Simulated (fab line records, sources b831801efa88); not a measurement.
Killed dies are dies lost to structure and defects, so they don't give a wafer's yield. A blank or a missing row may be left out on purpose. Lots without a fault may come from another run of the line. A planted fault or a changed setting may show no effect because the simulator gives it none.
fab line records | flow sfq_line | part 1 of 2: steps 1 to 31 of 44
record lots=5 wafers=15 last_day=78
route steps=325 shown R5@218 I5@228 C5@240 M6@251
lots that met no fault: from a run of the same line without faults
start_h: hours from the record's first day to the start of the lot's first wafer shown | wait_h: hours since the lot's step before | " the same as in the row above | L1.1+2: a row that stands for several wafers | - no value, or no start given | * or withheld: withheld | < > ~ a bound
route shown NAME@n: a module of which the file shows steps, and the number in the route of the first | usual: mean/standard deviation of fault-free wafers | same: alike in all rows | chamber/n: place in a boat | sites: the reading at each site | _std_site: their standard deviation | _edge_site: outer sites' mean less inner sites' | radius_mm: how far each site lies from the wafer's centre | mask NAME#n: copy n | behind: the tool/chamber that last shaped the wafer | hold: why the lot was held/for how many hours/how that ended | device: the transistor (n, p or np) that didn't switch | end of line: the same wafers' tests at the end of the route | a step without rows: its recipe alone | killed: dies lost to structure and defects at the first sort, not the wafer's yield | map: a wafer's dies, x killed, . not, _ none there
set.NAME: the setting as run; set.NAME@STEP: as run at that earlier step | model.NAME: the simulator's own value behind a step, which no gauge read
lots at some steps of the route; a table a step, a row a wafer
services: from which hour (start_h, from the record's first day; less than 0 if before it) a tool's chamber was out of use, for how many hours, and why
## steps
# step SFQ_TRILAYER_R5_LITHO_COAT_136
# recipe resist=KrF spin_rpm=3000 resist_thk_nm=600
# columns lot.wafer tool chamber start_h wait_h
L074.3+4+5 litho_track-02 0 1131.08 0.2
L077.4+5+6 litho_track-02 0 1159.56 0.2
L086.1+4+5 litho_track-04 0 1248.16 0.2
L095.2+3+6 litho_track-02 0 1300.38 0.2
L096.1+2+5 litho_track-04 0 1303.33 0.2
# step SFQ_TRILAYER_R5_LITHO_SOFTBAKE_140
# recipe temp_c=withheld time_s=withheld resist=KrF
# columns lot.wafer tool chamber start_h wait_h
L074.3+4+5 litho_track-02 0 1131.33 0.2
L077.4+5+6 litho_track-02 0 1159.78 0.2
L086.1+4+5 litho_track-04 0 1248.46 0.2
L095.2+3+6 litho_track-02 0 1300.65 0.2
L096.1+2+5 litho_track-04 0 1303.63 0.2
# step SFQ_TRILAYER_R5_LITHO_EXPOSE_137
# recipe mask_id=R5 na=0.6 source_shape=conventional sigma_outer=0.65 target_cd_nm=500 dose_mj=14.4
# columns lot.wafer tool chamber start_h wait_h mask
L074.3+4+5 krf_scanner-01 0 1178.47 - R5#0
L077.4+5+6 krf_scanner-01 0 1207.57 - R5#0
L086.1+4+5 krf_scanner-01 0 1303.52 - R5#0
L095.2+3+6 krf_scanner-01 0 1358.47 - R5#0
L096.1+2+5 krf_scanner-01 0 1361.87 - R5#0
# step SFQ_TRILAYER_R5_LITHO_PEB_139
# recipe peb_temp_c=115 peb_time_s=60 resist=KrF
# columns lot.wafer tool chamber start_h wait_h
L074.3+4+5 litho_track-04 0 1179.32 0.7
L077.4+5+6 litho_track-03 0 1208.24 0.5
L086.1+4+5 litho_track-04 0 1304.72 1.0
L095.2+3+6 litho_track-04 0 1359.49 0.8
L096.1+2+5 litho_track-02 0 1363.07 1.0
# step SFQ_TRILAYER_R5_LITHO_DEVELOP_138
# recipe time_s=60 resist=KrF
# columns lot.wafer tool chamber start_h wait_h
L074.3+4+5 litho_track-04 0 1179.47 0.1
L077.4+5+6 litho_track-03 0 1208.39 0.1
L086.1+4+5 litho_track-04 0 1304.87 0.1
L095.2+3+6 litho_track-04 0 1359.64 0.1
L096.1+2+5 litho_track-02 0 1363.22 0.1
# step SFQ_R5_OVL_MEAS_935
# usual R5_OVL=2/4.7
# columns lot.wafer tool chamber start_h wait_h R5_OVL[nm]
L074.3 overlay-02 - 1179.58 0.1 7
L074.4 " - " " 6
L074.5 " - " " 6
L077.4 overlay-01 - 1208.48 0.1 3
L077.5 " - " " 2
L077.6 " - " " 12
L086.1 overlay-02 - 1305.02 0.1 0
L086.4 " - " " 3
L086.5 " - " " 0
L095.2 overlay-02 - 1359.77 0.1 -11
L095.3 " - " " -10
L095.6 " - " " -9
L096.1 overlay-02 - 1363.37 0.1 6
L096.2 " - " " 6
L096.5 " - " " 5
# step SFQ_TRILAYER_R5_BARC_OPEN_METAL_ETCH_177
# recipe mask_material=PR chemistry=O2 target_depth_nm=125 target=BARC icp_w=600 bias_w=80 pressure_mtorr=10 time_s=41.7
# usual drypump_motor_current_A=6.02/0.28 oes_product_au=0.685/0.0043
# columns lot.wafer tool chamber start_h wait_h drypump_motor_current_A oes_product_au rf_hours_counter_h
L074.3 rie_metal-04 1 1179.62 0.0 6.08 0.696 -
L074.4 " 0 " " 5.84 0.690 -
L074.5 " 1 " " 6.07 0.683 -
L077.4 rie_metal-01 0 1208.52 0.0 6.22 0.683 -
L077.5 " 0 " " 6.24 0.692 -
L077.6 " 1 " " 6.36 0.686 -
L086.1 rie_metal-01 1 1305.05 0.0 6.34 0.686 33
L086.4 " 0 " " 6.19 0.675 -
L086.5 " 1 " " 6.34 0.687 -
L095.2 rie_metal-01 0 1359.80 0.0 6.21 0.689 64
L095.3 " 1 " " 6.34 0.676 -
L095.6 " 1 " " 6.36 0.681 -
L096.1 rie_metal-01 1 1363.40 0.0 6.27 0.690 43
L096.2 " 0 " " 6.21 0.677 65
L096.5 " 0 " " 6.24 0.685 -
# step SFQ_TRILAYER_R5_ETCH_METAL_ETCH_139
# recipe stop_on=SiO2 mask_material=PR chemistry=Cl2 target_depth_nm=60 icp_w=600 bias_w=80 pressure_mtorr=10 time_s=40
# usual drypump_motor_current_A=6.01/0.27 oes_product_au=0.986/0.009
# columns lot.wafer tool chamber start_h wait_h drypump_motor_current_A oes_product_au rf_hours_counter_h
L074.3 rie_metal-04 1 1179.68 0.0 6.07 0.971 -
L074.4 " 0 " " 5.81 0.967 -
L074.5 " 1 " " 6.08 0.967 -
L077.4 rie_metal-01 0 1208.58 0.0 6.19 0.988 -
L077.5 " 0 " " 6.20 0.992 -
L077.6 " 1 " " 6.33 0.991 -
L086.1 rie_metal-01 1 1305.11 0.0 6.34 0.996 33
L086.4 " 0 " " 6.19 0.986 -
L086.5 " 1 " " 6.35 0.989 -
L095.2 rie_metal-01 0 1359.86 0.0 6.21 0.989 64
L095.3 " 1 " " 6.28 0.994 -
L095.6 " 1 " " 6.33 0.986 -
L096.1 rie_metal-01 1 1363.46 0.0 6.37 0.995 43
L096.2 " 0 " " 6.23 1.001 65
L096.5 " 0 " " 6.18 0.986 -
# step SFQ_TRILAYER_R5_STRIP_STRIP_140
# recipe gas=O2 power_w=200 platen_temp_c=40 overash_fraction=0.65 chemistry=O2 pressure_mtorr=50
# usual drypump_motor_current_A=6.01/0.27 oes_product_au=0.994/0.014
# columns lot.wafer tool chamber start_h wait_h drypump_motor_current_A oes_product_au rf_hours_counter_h
L074.3 rie_metal-04 1 1179.92 0.2 6.06 0.968 -
L074.4 " 0 " " 5.84 0.979 -
L074.5 " 1 " " 6.09 0.976 -
L077.4 rie_metal-01 0 1208.82 0.2 6.21 0.988 -
L077.5 " 0 " " 6.20 0.992 -
L077.6 " 1 " " 6.32 1.001 -
L086.1 rie_metal-01 1 1305.17 0.0 6.31 1.001 33
L086.4 " 0 " " 6.23 1.000 -
L086.5 " 1 " " 6.35 1.006 -
L095.2 rie_metal-01 0 1359.92 0.0 6.22 1.003 64
L095.3 " 1 " " 6.30 1.008 -
L095.6 " 1 " " 6.31 0.996 -
L096.1 rie_metal-01 1 1363.52 0.0 6.35 0.997 43
L096.2 " 0 " " 6.25 0.980 65
L096.5 " 0 " " 6.21 0.994 -
# step SFQ_TRILAYER_R5_STRIP_SOLV_CLEAN_141
# recipe chemistry=NMP temp_c=70 time_s=600
# columns lot.wafer tool chamber start_h wait_h
L074.3+4+5 wet_bench-04 1,4,0 1180.32 0.2
L077.4+5+6 wet_bench-01 1,5,0 1209.22 0.2
L086.1+4+5 wet_bench-01 1,2,0 1305.77 0.4
L095.2+3+6 wet_bench-03 7,0,5 1360.52 0.4
L096.1+2+5 wet_bench-04 1,3,4 1364.12 0.4
# step SFQ_TRILAYER_A5C_DEP_PECVD_142
# recipe material=SiO2 temp_c=150 time_s=15.556 pressure_torr=2.4 rf_w=183.3 precursor=SiH4/N2O target_thk_nm=70
# usual heater_power_w=78/14 throttle_valve_pct=25.2/1.4
# columns lot.wafer tool chamber start_h wait_h heater_power_w since_wet_clean_h throttle_valve_pct
L074.3 pecvd-01 2 1180.49 0.0 80 1342 26.3
L074.4 " 1 " " 91 - 24.3
L074.5 " 2 " " 83 - 26.4
L077.4 pecvd-02 0 1209.41 0.0 51 - 24.2
L077.5 " 1 " " 55 - 26.2
L077.6 " 2 " " 69 - 26.1
L086.1 pecvd-01 1 1305.94 0.0 96 1467 24.2
L086.4 " 0 " " 75 - 28.0
L086.5 " 1 " " 97 - 24.2
L095.2 pecvd-01 2 1360.69 0.0 89 30 23.1
L095.3 " 0 " " 77 30 22.7
L095.6 " 2 " " 88 - 22.9
L096.1 pecvd-04 0 1364.29 0.0 81 417 26.0
L096.2 " 2 " " 95 417 25.5
L096.5 " 2 " " 96 - 25.6
# step SFQ_TRILAYER_I5_LITHO_COAT_149
# recipe resist=BARC spin_rpm=3000 resist_thk_nm=62
# columns lot.wafer tool chamber start_h wait_h
L074.3+4+5 litho_track-02 0 1180.62 0.1
L077.4+5+6 litho_track-01 0 1209.60 0.2
L086.1+4+5 litho_track-02 0 1305.97 0.0
L095.2+3+6 litho_track-02 0 1360.77 0.1
L096.1+2+5 litho_track-01 0 1364.32 0.0
# step SFQ_TRILAYER_I5_LITHO_COAT_144
# recipe resist=KrF spin_rpm=3000 resist_thk_nm=650
# columns lot.wafer tool chamber start_h wait_h
L074.3+4+5 litho_track-02 0 1180.92 0.2
L077.4+5+6 litho_track-01 0 1209.90 0.2
L086.1+4+5 litho_track-02 0 1306.27 0.2
L095.2+3+6 litho_track-02 0 1361.07 0.2
L096.1+2+5 litho_track-01 0 1364.62 0.2
# step SFQ_TRILAYER_I5_LITHO_SOFTBAKE_148
# recipe temp_c=withheld time_s=withheld resist=KrF
# columns lot.wafer tool chamber start_h wait_h
L074.3+4+5 litho_track-02 0 1181.17 0.2
L077.4+5+6 litho_track-01 0 1210.13 0.2
L086.1+4+5 litho_track-02 0 1306.57 0.2
L095.2+3+6 litho_track-02 0 1361.34 0.2
L096.1+2+5 litho_track-01 0 1364.92 0.2
# step SFQ_TRILAYER_I5_LITHO_EXPOSE_145
# recipe mask_id=I5 na=0.6 source_shape=conventional sigma_outer=0.65 target_cd_nm=700 dose_mj=21.3
# columns lot.wafer tool chamber start_h wait_h mask
L074.3+4+5 krf_scanner-02 0 1237.70 - I5#0
L077.4+5+6 krf_scanner-02 0 1261.90 - I5#0
L086.1+4+5 krf_scanner-02 0 1339.72 - I5#0
L095.2+3+6 krf_scanner-02 0 1384.12 - I5#0
L096.1+2+5 krf_scanner-02 0 1388.82 - I5#0
# step SFQ_TRILAYER_I5_LITHO_PEB_147
# recipe peb_temp_c=115 peb_time_s=60 resist=KrF
# columns lot.wafer tool chamber start_h wait_h
L074.3+4+5 litho_track-01 0 1238.55 0.7
L077.4+5+6 litho_track-01 0 1262.57 0.5
L086.1+4+5 litho_track-01 0 1340.92 1.0
L095.2+3+6 litho_track-01 0 1385.15 0.8
L096.1+2+5 litho_track-02 0 1390.02 1.0
# step SFQ_TRILAYER_I5_LITHO_DEVELOP_146
# recipe time_s=60 resist=KrF
# columns lot.wafer tool chamber start_h wait_h
L074.3+4+5 litho_track-01 0 1238.70 0.1
L077.4+5+6 litho_track-01 0 1262.72 0.1
L086.1+4+5 litho_track-01 0 1341.07 0.1
L095.2+3+6 litho_track-01 0 1385.30 0.1
L096.1+2+5 litho_track-02 0 1390.17 0.1
# step SFQ_I5_OVL_MEAS_936
# usual I5_OVL=1/6.1
# columns lot.wafer tool chamber start_h wait_h I5_OVL[nm]
L074.3 overlay-01 - 1238.81 0.1 5
L074.4 " - " " 6
L074.5 " - " " 7
L077.4 overlay-02 - 1262.82 0.1 -5
L077.5 " - " " -7
L077.6 " - " " -5
L086.1 overlay-02 - 1341.22 0.1 2
L086.4 " - " " 4
L086.5 " - " " 8
L095.2 overlay-01 - 1385.43 0.1 10
L095.3 " - " " 9
L095.6 " - " " 8
L096.1 overlay-01 - 1390.32 0.1 8
L096.2 " - " " -2
L096.5 " - " " -1
# step SFQ_TRILAYER_I5_BARC_OPEN_VIA_ETCH_200
# recipe mask_material=PR chemistry=O2 target_depth_nm=125 target=BARC source_w=500 bias_w=80 pressure_mtorr=30 time_s=41.7
# usual drypump_motor_current_A=5.9/0.53 oes_product_au=0.686/0.0051
# columns lot.wafer tool chamber start_h wait_h drypump_motor_current_A oes_product_au rf_hours_counter_h
L074.3 rie_diel-02 1 1238.83 0.0 5.6 0.686 1
L074.4 " 0 " " 5.6 0.680 16
L074.5 " 1 " " 5.5 0.688 -
L077.4 rie_diel-04 0 1262.83 0.0 6.2 0.685 26
L077.5 " 3 " " 5.7 0.684 -
L077.6 " 2 " " 6.7 0.680 -
L086.1 rie_diel-02 0 1341.26 0.0 5.6 0.683 18
L086.4 " 2 " " 5.7 0.682 11
L086.5 " 1 " " 5.5 0.687 -
L095.2 rie_diel-04 1 1385.46 0.0 5.7 0.683 19
L095.3 " 3 " " 5.8 0.693 21
L095.6 " 1 " " 5.7 0.695 -
L096.1 rie_diel-02 3 1390.36 0.0 6.8 0.683 10
L096.2 " 0 " " 5.6 0.680 19
L096.5 " 1 " " 5.5 0.685 -
# step SFQ_TRILAYER_I5_ETCH_VIA_ETCH_147
# recipe stop_on=Nb mask_material=PR chemistry=CHF3 target_depth_nm=360 source_w=500 bias_w=80 pressure_mtorr=30 time_s=withheld
# usual drypump_motor_current_A=5.9/0.53 oes_product_au=0.990/0.007
# columns lot.wafer tool chamber start_h wait_h drypump_motor_current_A oes_product_au
L074.3 rie_diel-02 1 1238.87 0.0 5.5 0.994
L074.4 " 0 " " 5.7 0.986
L074.5 " 1 " " 5.5 0.993
L077.4 rie_diel-04 0 1262.87 0.0 6.2 0.999
L077.5 " 3 " " 5.8 0.990
L077.6 " 2 " " 6.7 0.989
L086.1 rie_diel-02 0 1341.30 0.0 5.6 0.985
L086.4 " 2 " " 5.8 0.990
L086.5 " 1 " " 5.5 0.993
L095.2 rie_diel-04 1 1385.50 0.0 5.7 0.985
L095.3 " 3 " " 5.8 0.992
L095.6 " 1 " " 5.7 0.990
L096.1 rie_diel-02 3 1390.40 0.0 6.8 0.984
L096.2 " 0 " " 5.6 0.994
L096.5 " 1 " " 5.5 0.988
# step SFQ_TRILAYER_I5_STRIP_STRIP_148
# recipe gas=O2 power_w=200 platen_temp_c=40 overash_fraction=0.65 chemistry=O2 pressure_mtorr=50
# usual drypump_motor_current_A=6.0/0.31 oes_product_au=0.994/0.014
# columns lot.wafer tool chamber start_h wait_h drypump_motor_current_A oes_product_au rf_hours_counter_h
L074.3 rie_metal-03 1 1239.22 - 6.6 0.996 -
L074.4 " 0 " " 5.9 1.019 -
L074.5 " 1 " " 6.6 0.990 -
L077.4 rie_metal-04 0 1263.62 - 5.8 0.989 -
L077.5 " 0 " " 5.9 0.985 -
L077.6 " 0 " " 5.8 0.987 -
L086.1 rie_metal-03 1 1341.45 - 6.6 0.994 12
L086.4 " 0 " " 5.9 1.006 -
L086.5 " 0 " " 5.9 1.008 -
L095.2 rie_metal-02 0 1385.65 - 5.5 0.978 158
L095.3 " 0 " " 5.6 0.976 -
L095.6 " 0 " " 5.5 0.983 -
L096.1 rie_metal-02 0 1390.55 - 5.6 0.991 158
L096.2 " 1 " " 5.8 1.011 75
L096.5 " 0 " " 5.6 0.998 -
# step SFQ_TRILAYER_I5_STRIP_SOLV_CLEAN_149
# recipe chemistry=NMP temp_c=70 time_s=600
# columns lot.wafer tool chamber start_h wait_h
L074.3+4+5 wet_bench-02 0,7,6 1239.62 0.2
L077.4+5+6 wet_bench-02 1,4,7 1264.22 0.4
L086.1+4+5 wet_bench-02 3,0,7 1342.05 0.4
L095.2+3+6 wet_bench-03 5,1,4 1386.25 0.4
L096.1+2+5 wet_bench-03 2,4,6 1391.15 0.4
# step SFQ_TRILAYER_C5_LITHO_COAT_156
# recipe resist=BARC spin_rpm=3000 resist_thk_nm=62
# columns lot.wafer tool chamber start_h wait_h
L074.3+4+5 litho_track-04 0 1239.90 0.1
L077.4+5+6 litho_track-03 0 1264.55 0.1
L086.1+4+5 litho_track-01 0 1342.43 0.0
L095.2+3+6 litho_track-03 0 1386.52 0.1
L096.1+2+5 litho_track-01 0 1391.32 0.0
# step SFQ_TRILAYER_C5_LITHO_COAT_151
# recipe resist=KrF spin_rpm=3000 resist_thk_nm=650
# columns lot.wafer tool chamber start_h wait_h
L074.3+4+5 litho_track-04 0 1240.20 0.2
L077.4+5+6 litho_track-03 0 1264.85 0.2
L086.1+4+5 litho_track-01 0 1342.73 0.2
L095.2+3+6 litho_track-03 0 1386.82 0.2
L096.1+2+5 litho_track-01 0 1391.62 0.2
# step SFQ_TRILAYER_C5_LITHO_SOFTBAKE_155
# recipe temp_c=withheld time_s=withheld resist=KrF
# columns lot.wafer tool chamber start_h wait_h
L074.3+4+5 litho_track-04 0 1240.45 0.2
L077.4+5+6 litho_track-03 0 1265.07 0.2
L086.1+4+5 litho_track-01 0 1343.03 0.2
L095.2+3+6 litho_track-03 0 1387.10 0.2
L096.1+2+5 litho_track-01 0 1391.92 0.2
# step SFQ_TRILAYER_C5_LITHO_EXPOSE_152
# recipe mask_id=C5 na=0.6 source_shape=conventional sigma_outer=0.65 target_cd_nm=500 dose_mj=21.3
# columns lot.wafer tool chamber start_h wait_h mask
L074.3+4+5 krf_scanner-01 0 1295.52 - C5#0
L077.4+5+6 krf_scanner-01 0 1324.52 - C5#0
L086.1+4+5 krf_scanner-01 0 1408.87 - C5#0
L095.2+3+6 krf_scanner-01 0 1461.42 - C5#0
L096.1+2+5 krf_scanner-01 0 1466.02 - C5#0
# step SFQ_TRILAYER_C5_LITHO_PEB_154
# recipe peb_temp_c=115 peb_time_s=60 resist=KrF
# columns lot.wafer tool chamber start_h wait_h
L074.3+4+5 litho_track-04 0 1296.37 0.7
L077.4+5+6 litho_track-03 0 1325.19 0.5
L086.1+4+5 litho_track-04 0 1410.07 1.0
L095.2+3+6 litho_track-01 0 1462.44 0.8
L096.1+2+5 litho_track-03 0 1467.22 1.0
# step SFQ_TRILAYER_C5_LITHO_DEVELOP_153
# recipe time_s=60 resist=KrF
# columns lot.wafer tool chamber start_h wait_h
L074.3+4+5 litho_track-04 0 1296.52 0.1
L077.4+5+6 litho_track-03 0 1325.34 0.1
L086.1+4+5 litho_track-04 0 1410.22 0.1
L095.2+3+6 litho_track-01 0 1462.59 0.1
L096.1+2+5 litho_track-03 0 1467.37 0.1
# step SFQ_C5_OVL_MEAS_937
# usual C5_OVL=-2/5.1
# columns lot.wafer tool chamber start_h wait_h C5_OVL[nm]
L074.3 overlay-01 - 1296.63 0.1 2
L074.4 " - " " -1
L074.5 " - " " 3
L077.4 overlay-02 - 1325.43 0.1 1
L077.5 " - " " 9
L077.6 " - " " 7
L086.1 overlay-01 - 1410.37 0.1 -3
L086.4 " - " " 2
L086.5 " - " " -4
L095.2 overlay-02 - 1462.72 0.1 0
L095.3 " - " " 1
L095.6 " - " " -2
L096.1 overlay-02 - 1467.52 0.1 -5
L096.2 " - " " -4
L096.5 " - " " -6
# step SFQ_TRILAYER_C5_BARC_OPEN_VIA_ETCH_210
# recipe mask_material=PR chemistry=O2 target_depth_nm=125 target=BARC source_w=500 bias_w=80 pressure_mtorr=30 time_s=41.7
# usual drypump_motor_current_A=5.9/0.54 oes_product_au=0.686/0.0047
# columns lot.wafer tool chamber start_h wait_h drypump_motor_current_A oes_product_au rf_hours_counter_h
L074.3 rie_diel-01 3 1296.65 0.0 5.9 0.683 10
L074.4 " 2 " " 6.3 0.687 16
L074.5 " 3 " " 6.0 0.680 -
L077.4 rie_diel-03 2 1325.45 0.0 6.2 0.689 18
L077.5 " 0 " " 6.2 0.689 -
L077.6 " 1 " " 6.4 0.684 -
L086.1 rie_diel-03 0 1410.40 0.0 6.3 0.675 2
L086.4 " 1 " " 6.3 0.684 12
L086.5 " 1 " " 6.3 0.685 -
L095.2 rie_diel-01 1 1462.75 0.0 6.0 0.687 18
L095.3 " 0 " " 4.9 0.688 12
L095.6 " 2 " " 6.3 0.676 -
L096.1 rie_diel-01 2 1467.55 0.0 6.3 0.687 18
L096.2 " 3 " " 5.9 0.681 13
L096.5 " 1 " " 6.0 0.689 -
# step SFQ_TRILAYER_C5_ETCH_VIA_ETCH_154
# recipe target=SiO2 mask_material=PR chemistry=CHF3 target_depth_nm=84 source_w=500 bias_w=80 pressure_mtorr=30 time_s=withheld stop_on=Nb
# usual drypump_motor_current_A=5.9/0.54 oes_product_au=0.897/0.0095
# columns lot.wafer tool chamber start_h wait_h drypump_motor_current_A oes_product_au
L074.3 rie_diel-01 3 1296.69 0.0 5.9 0.897
L074.4 " 2 " " 6.3 0.902
L074.5 " 3 " " 5.9 0.905
L077.4 rie_diel-03 2 1325.49 0.0 6.3 0.893
L077.5 " 0 " " 6.3 0.902
L077.6 " 1 " " 6.3 0.901
L086.1 rie_diel-03 0 1410.44 0.0 6.3 0.887
L086.4 " 1 " " 6.3 0.905
L086.5 " 1 " " 6.4 0.892
L095.2 rie_diel-01 1 1462.79 0.0 6.0 0.885
L095.3 " 0 " " 4.9 0.894
L095.6 " 2 " " 6.3 0.895
L096.1 rie_diel-01 2 1467.59 0.0 6.3 0.897
L096.2 " 3 " " 5.9 0.884
L096.5 " 1 " " 6.0 0.885
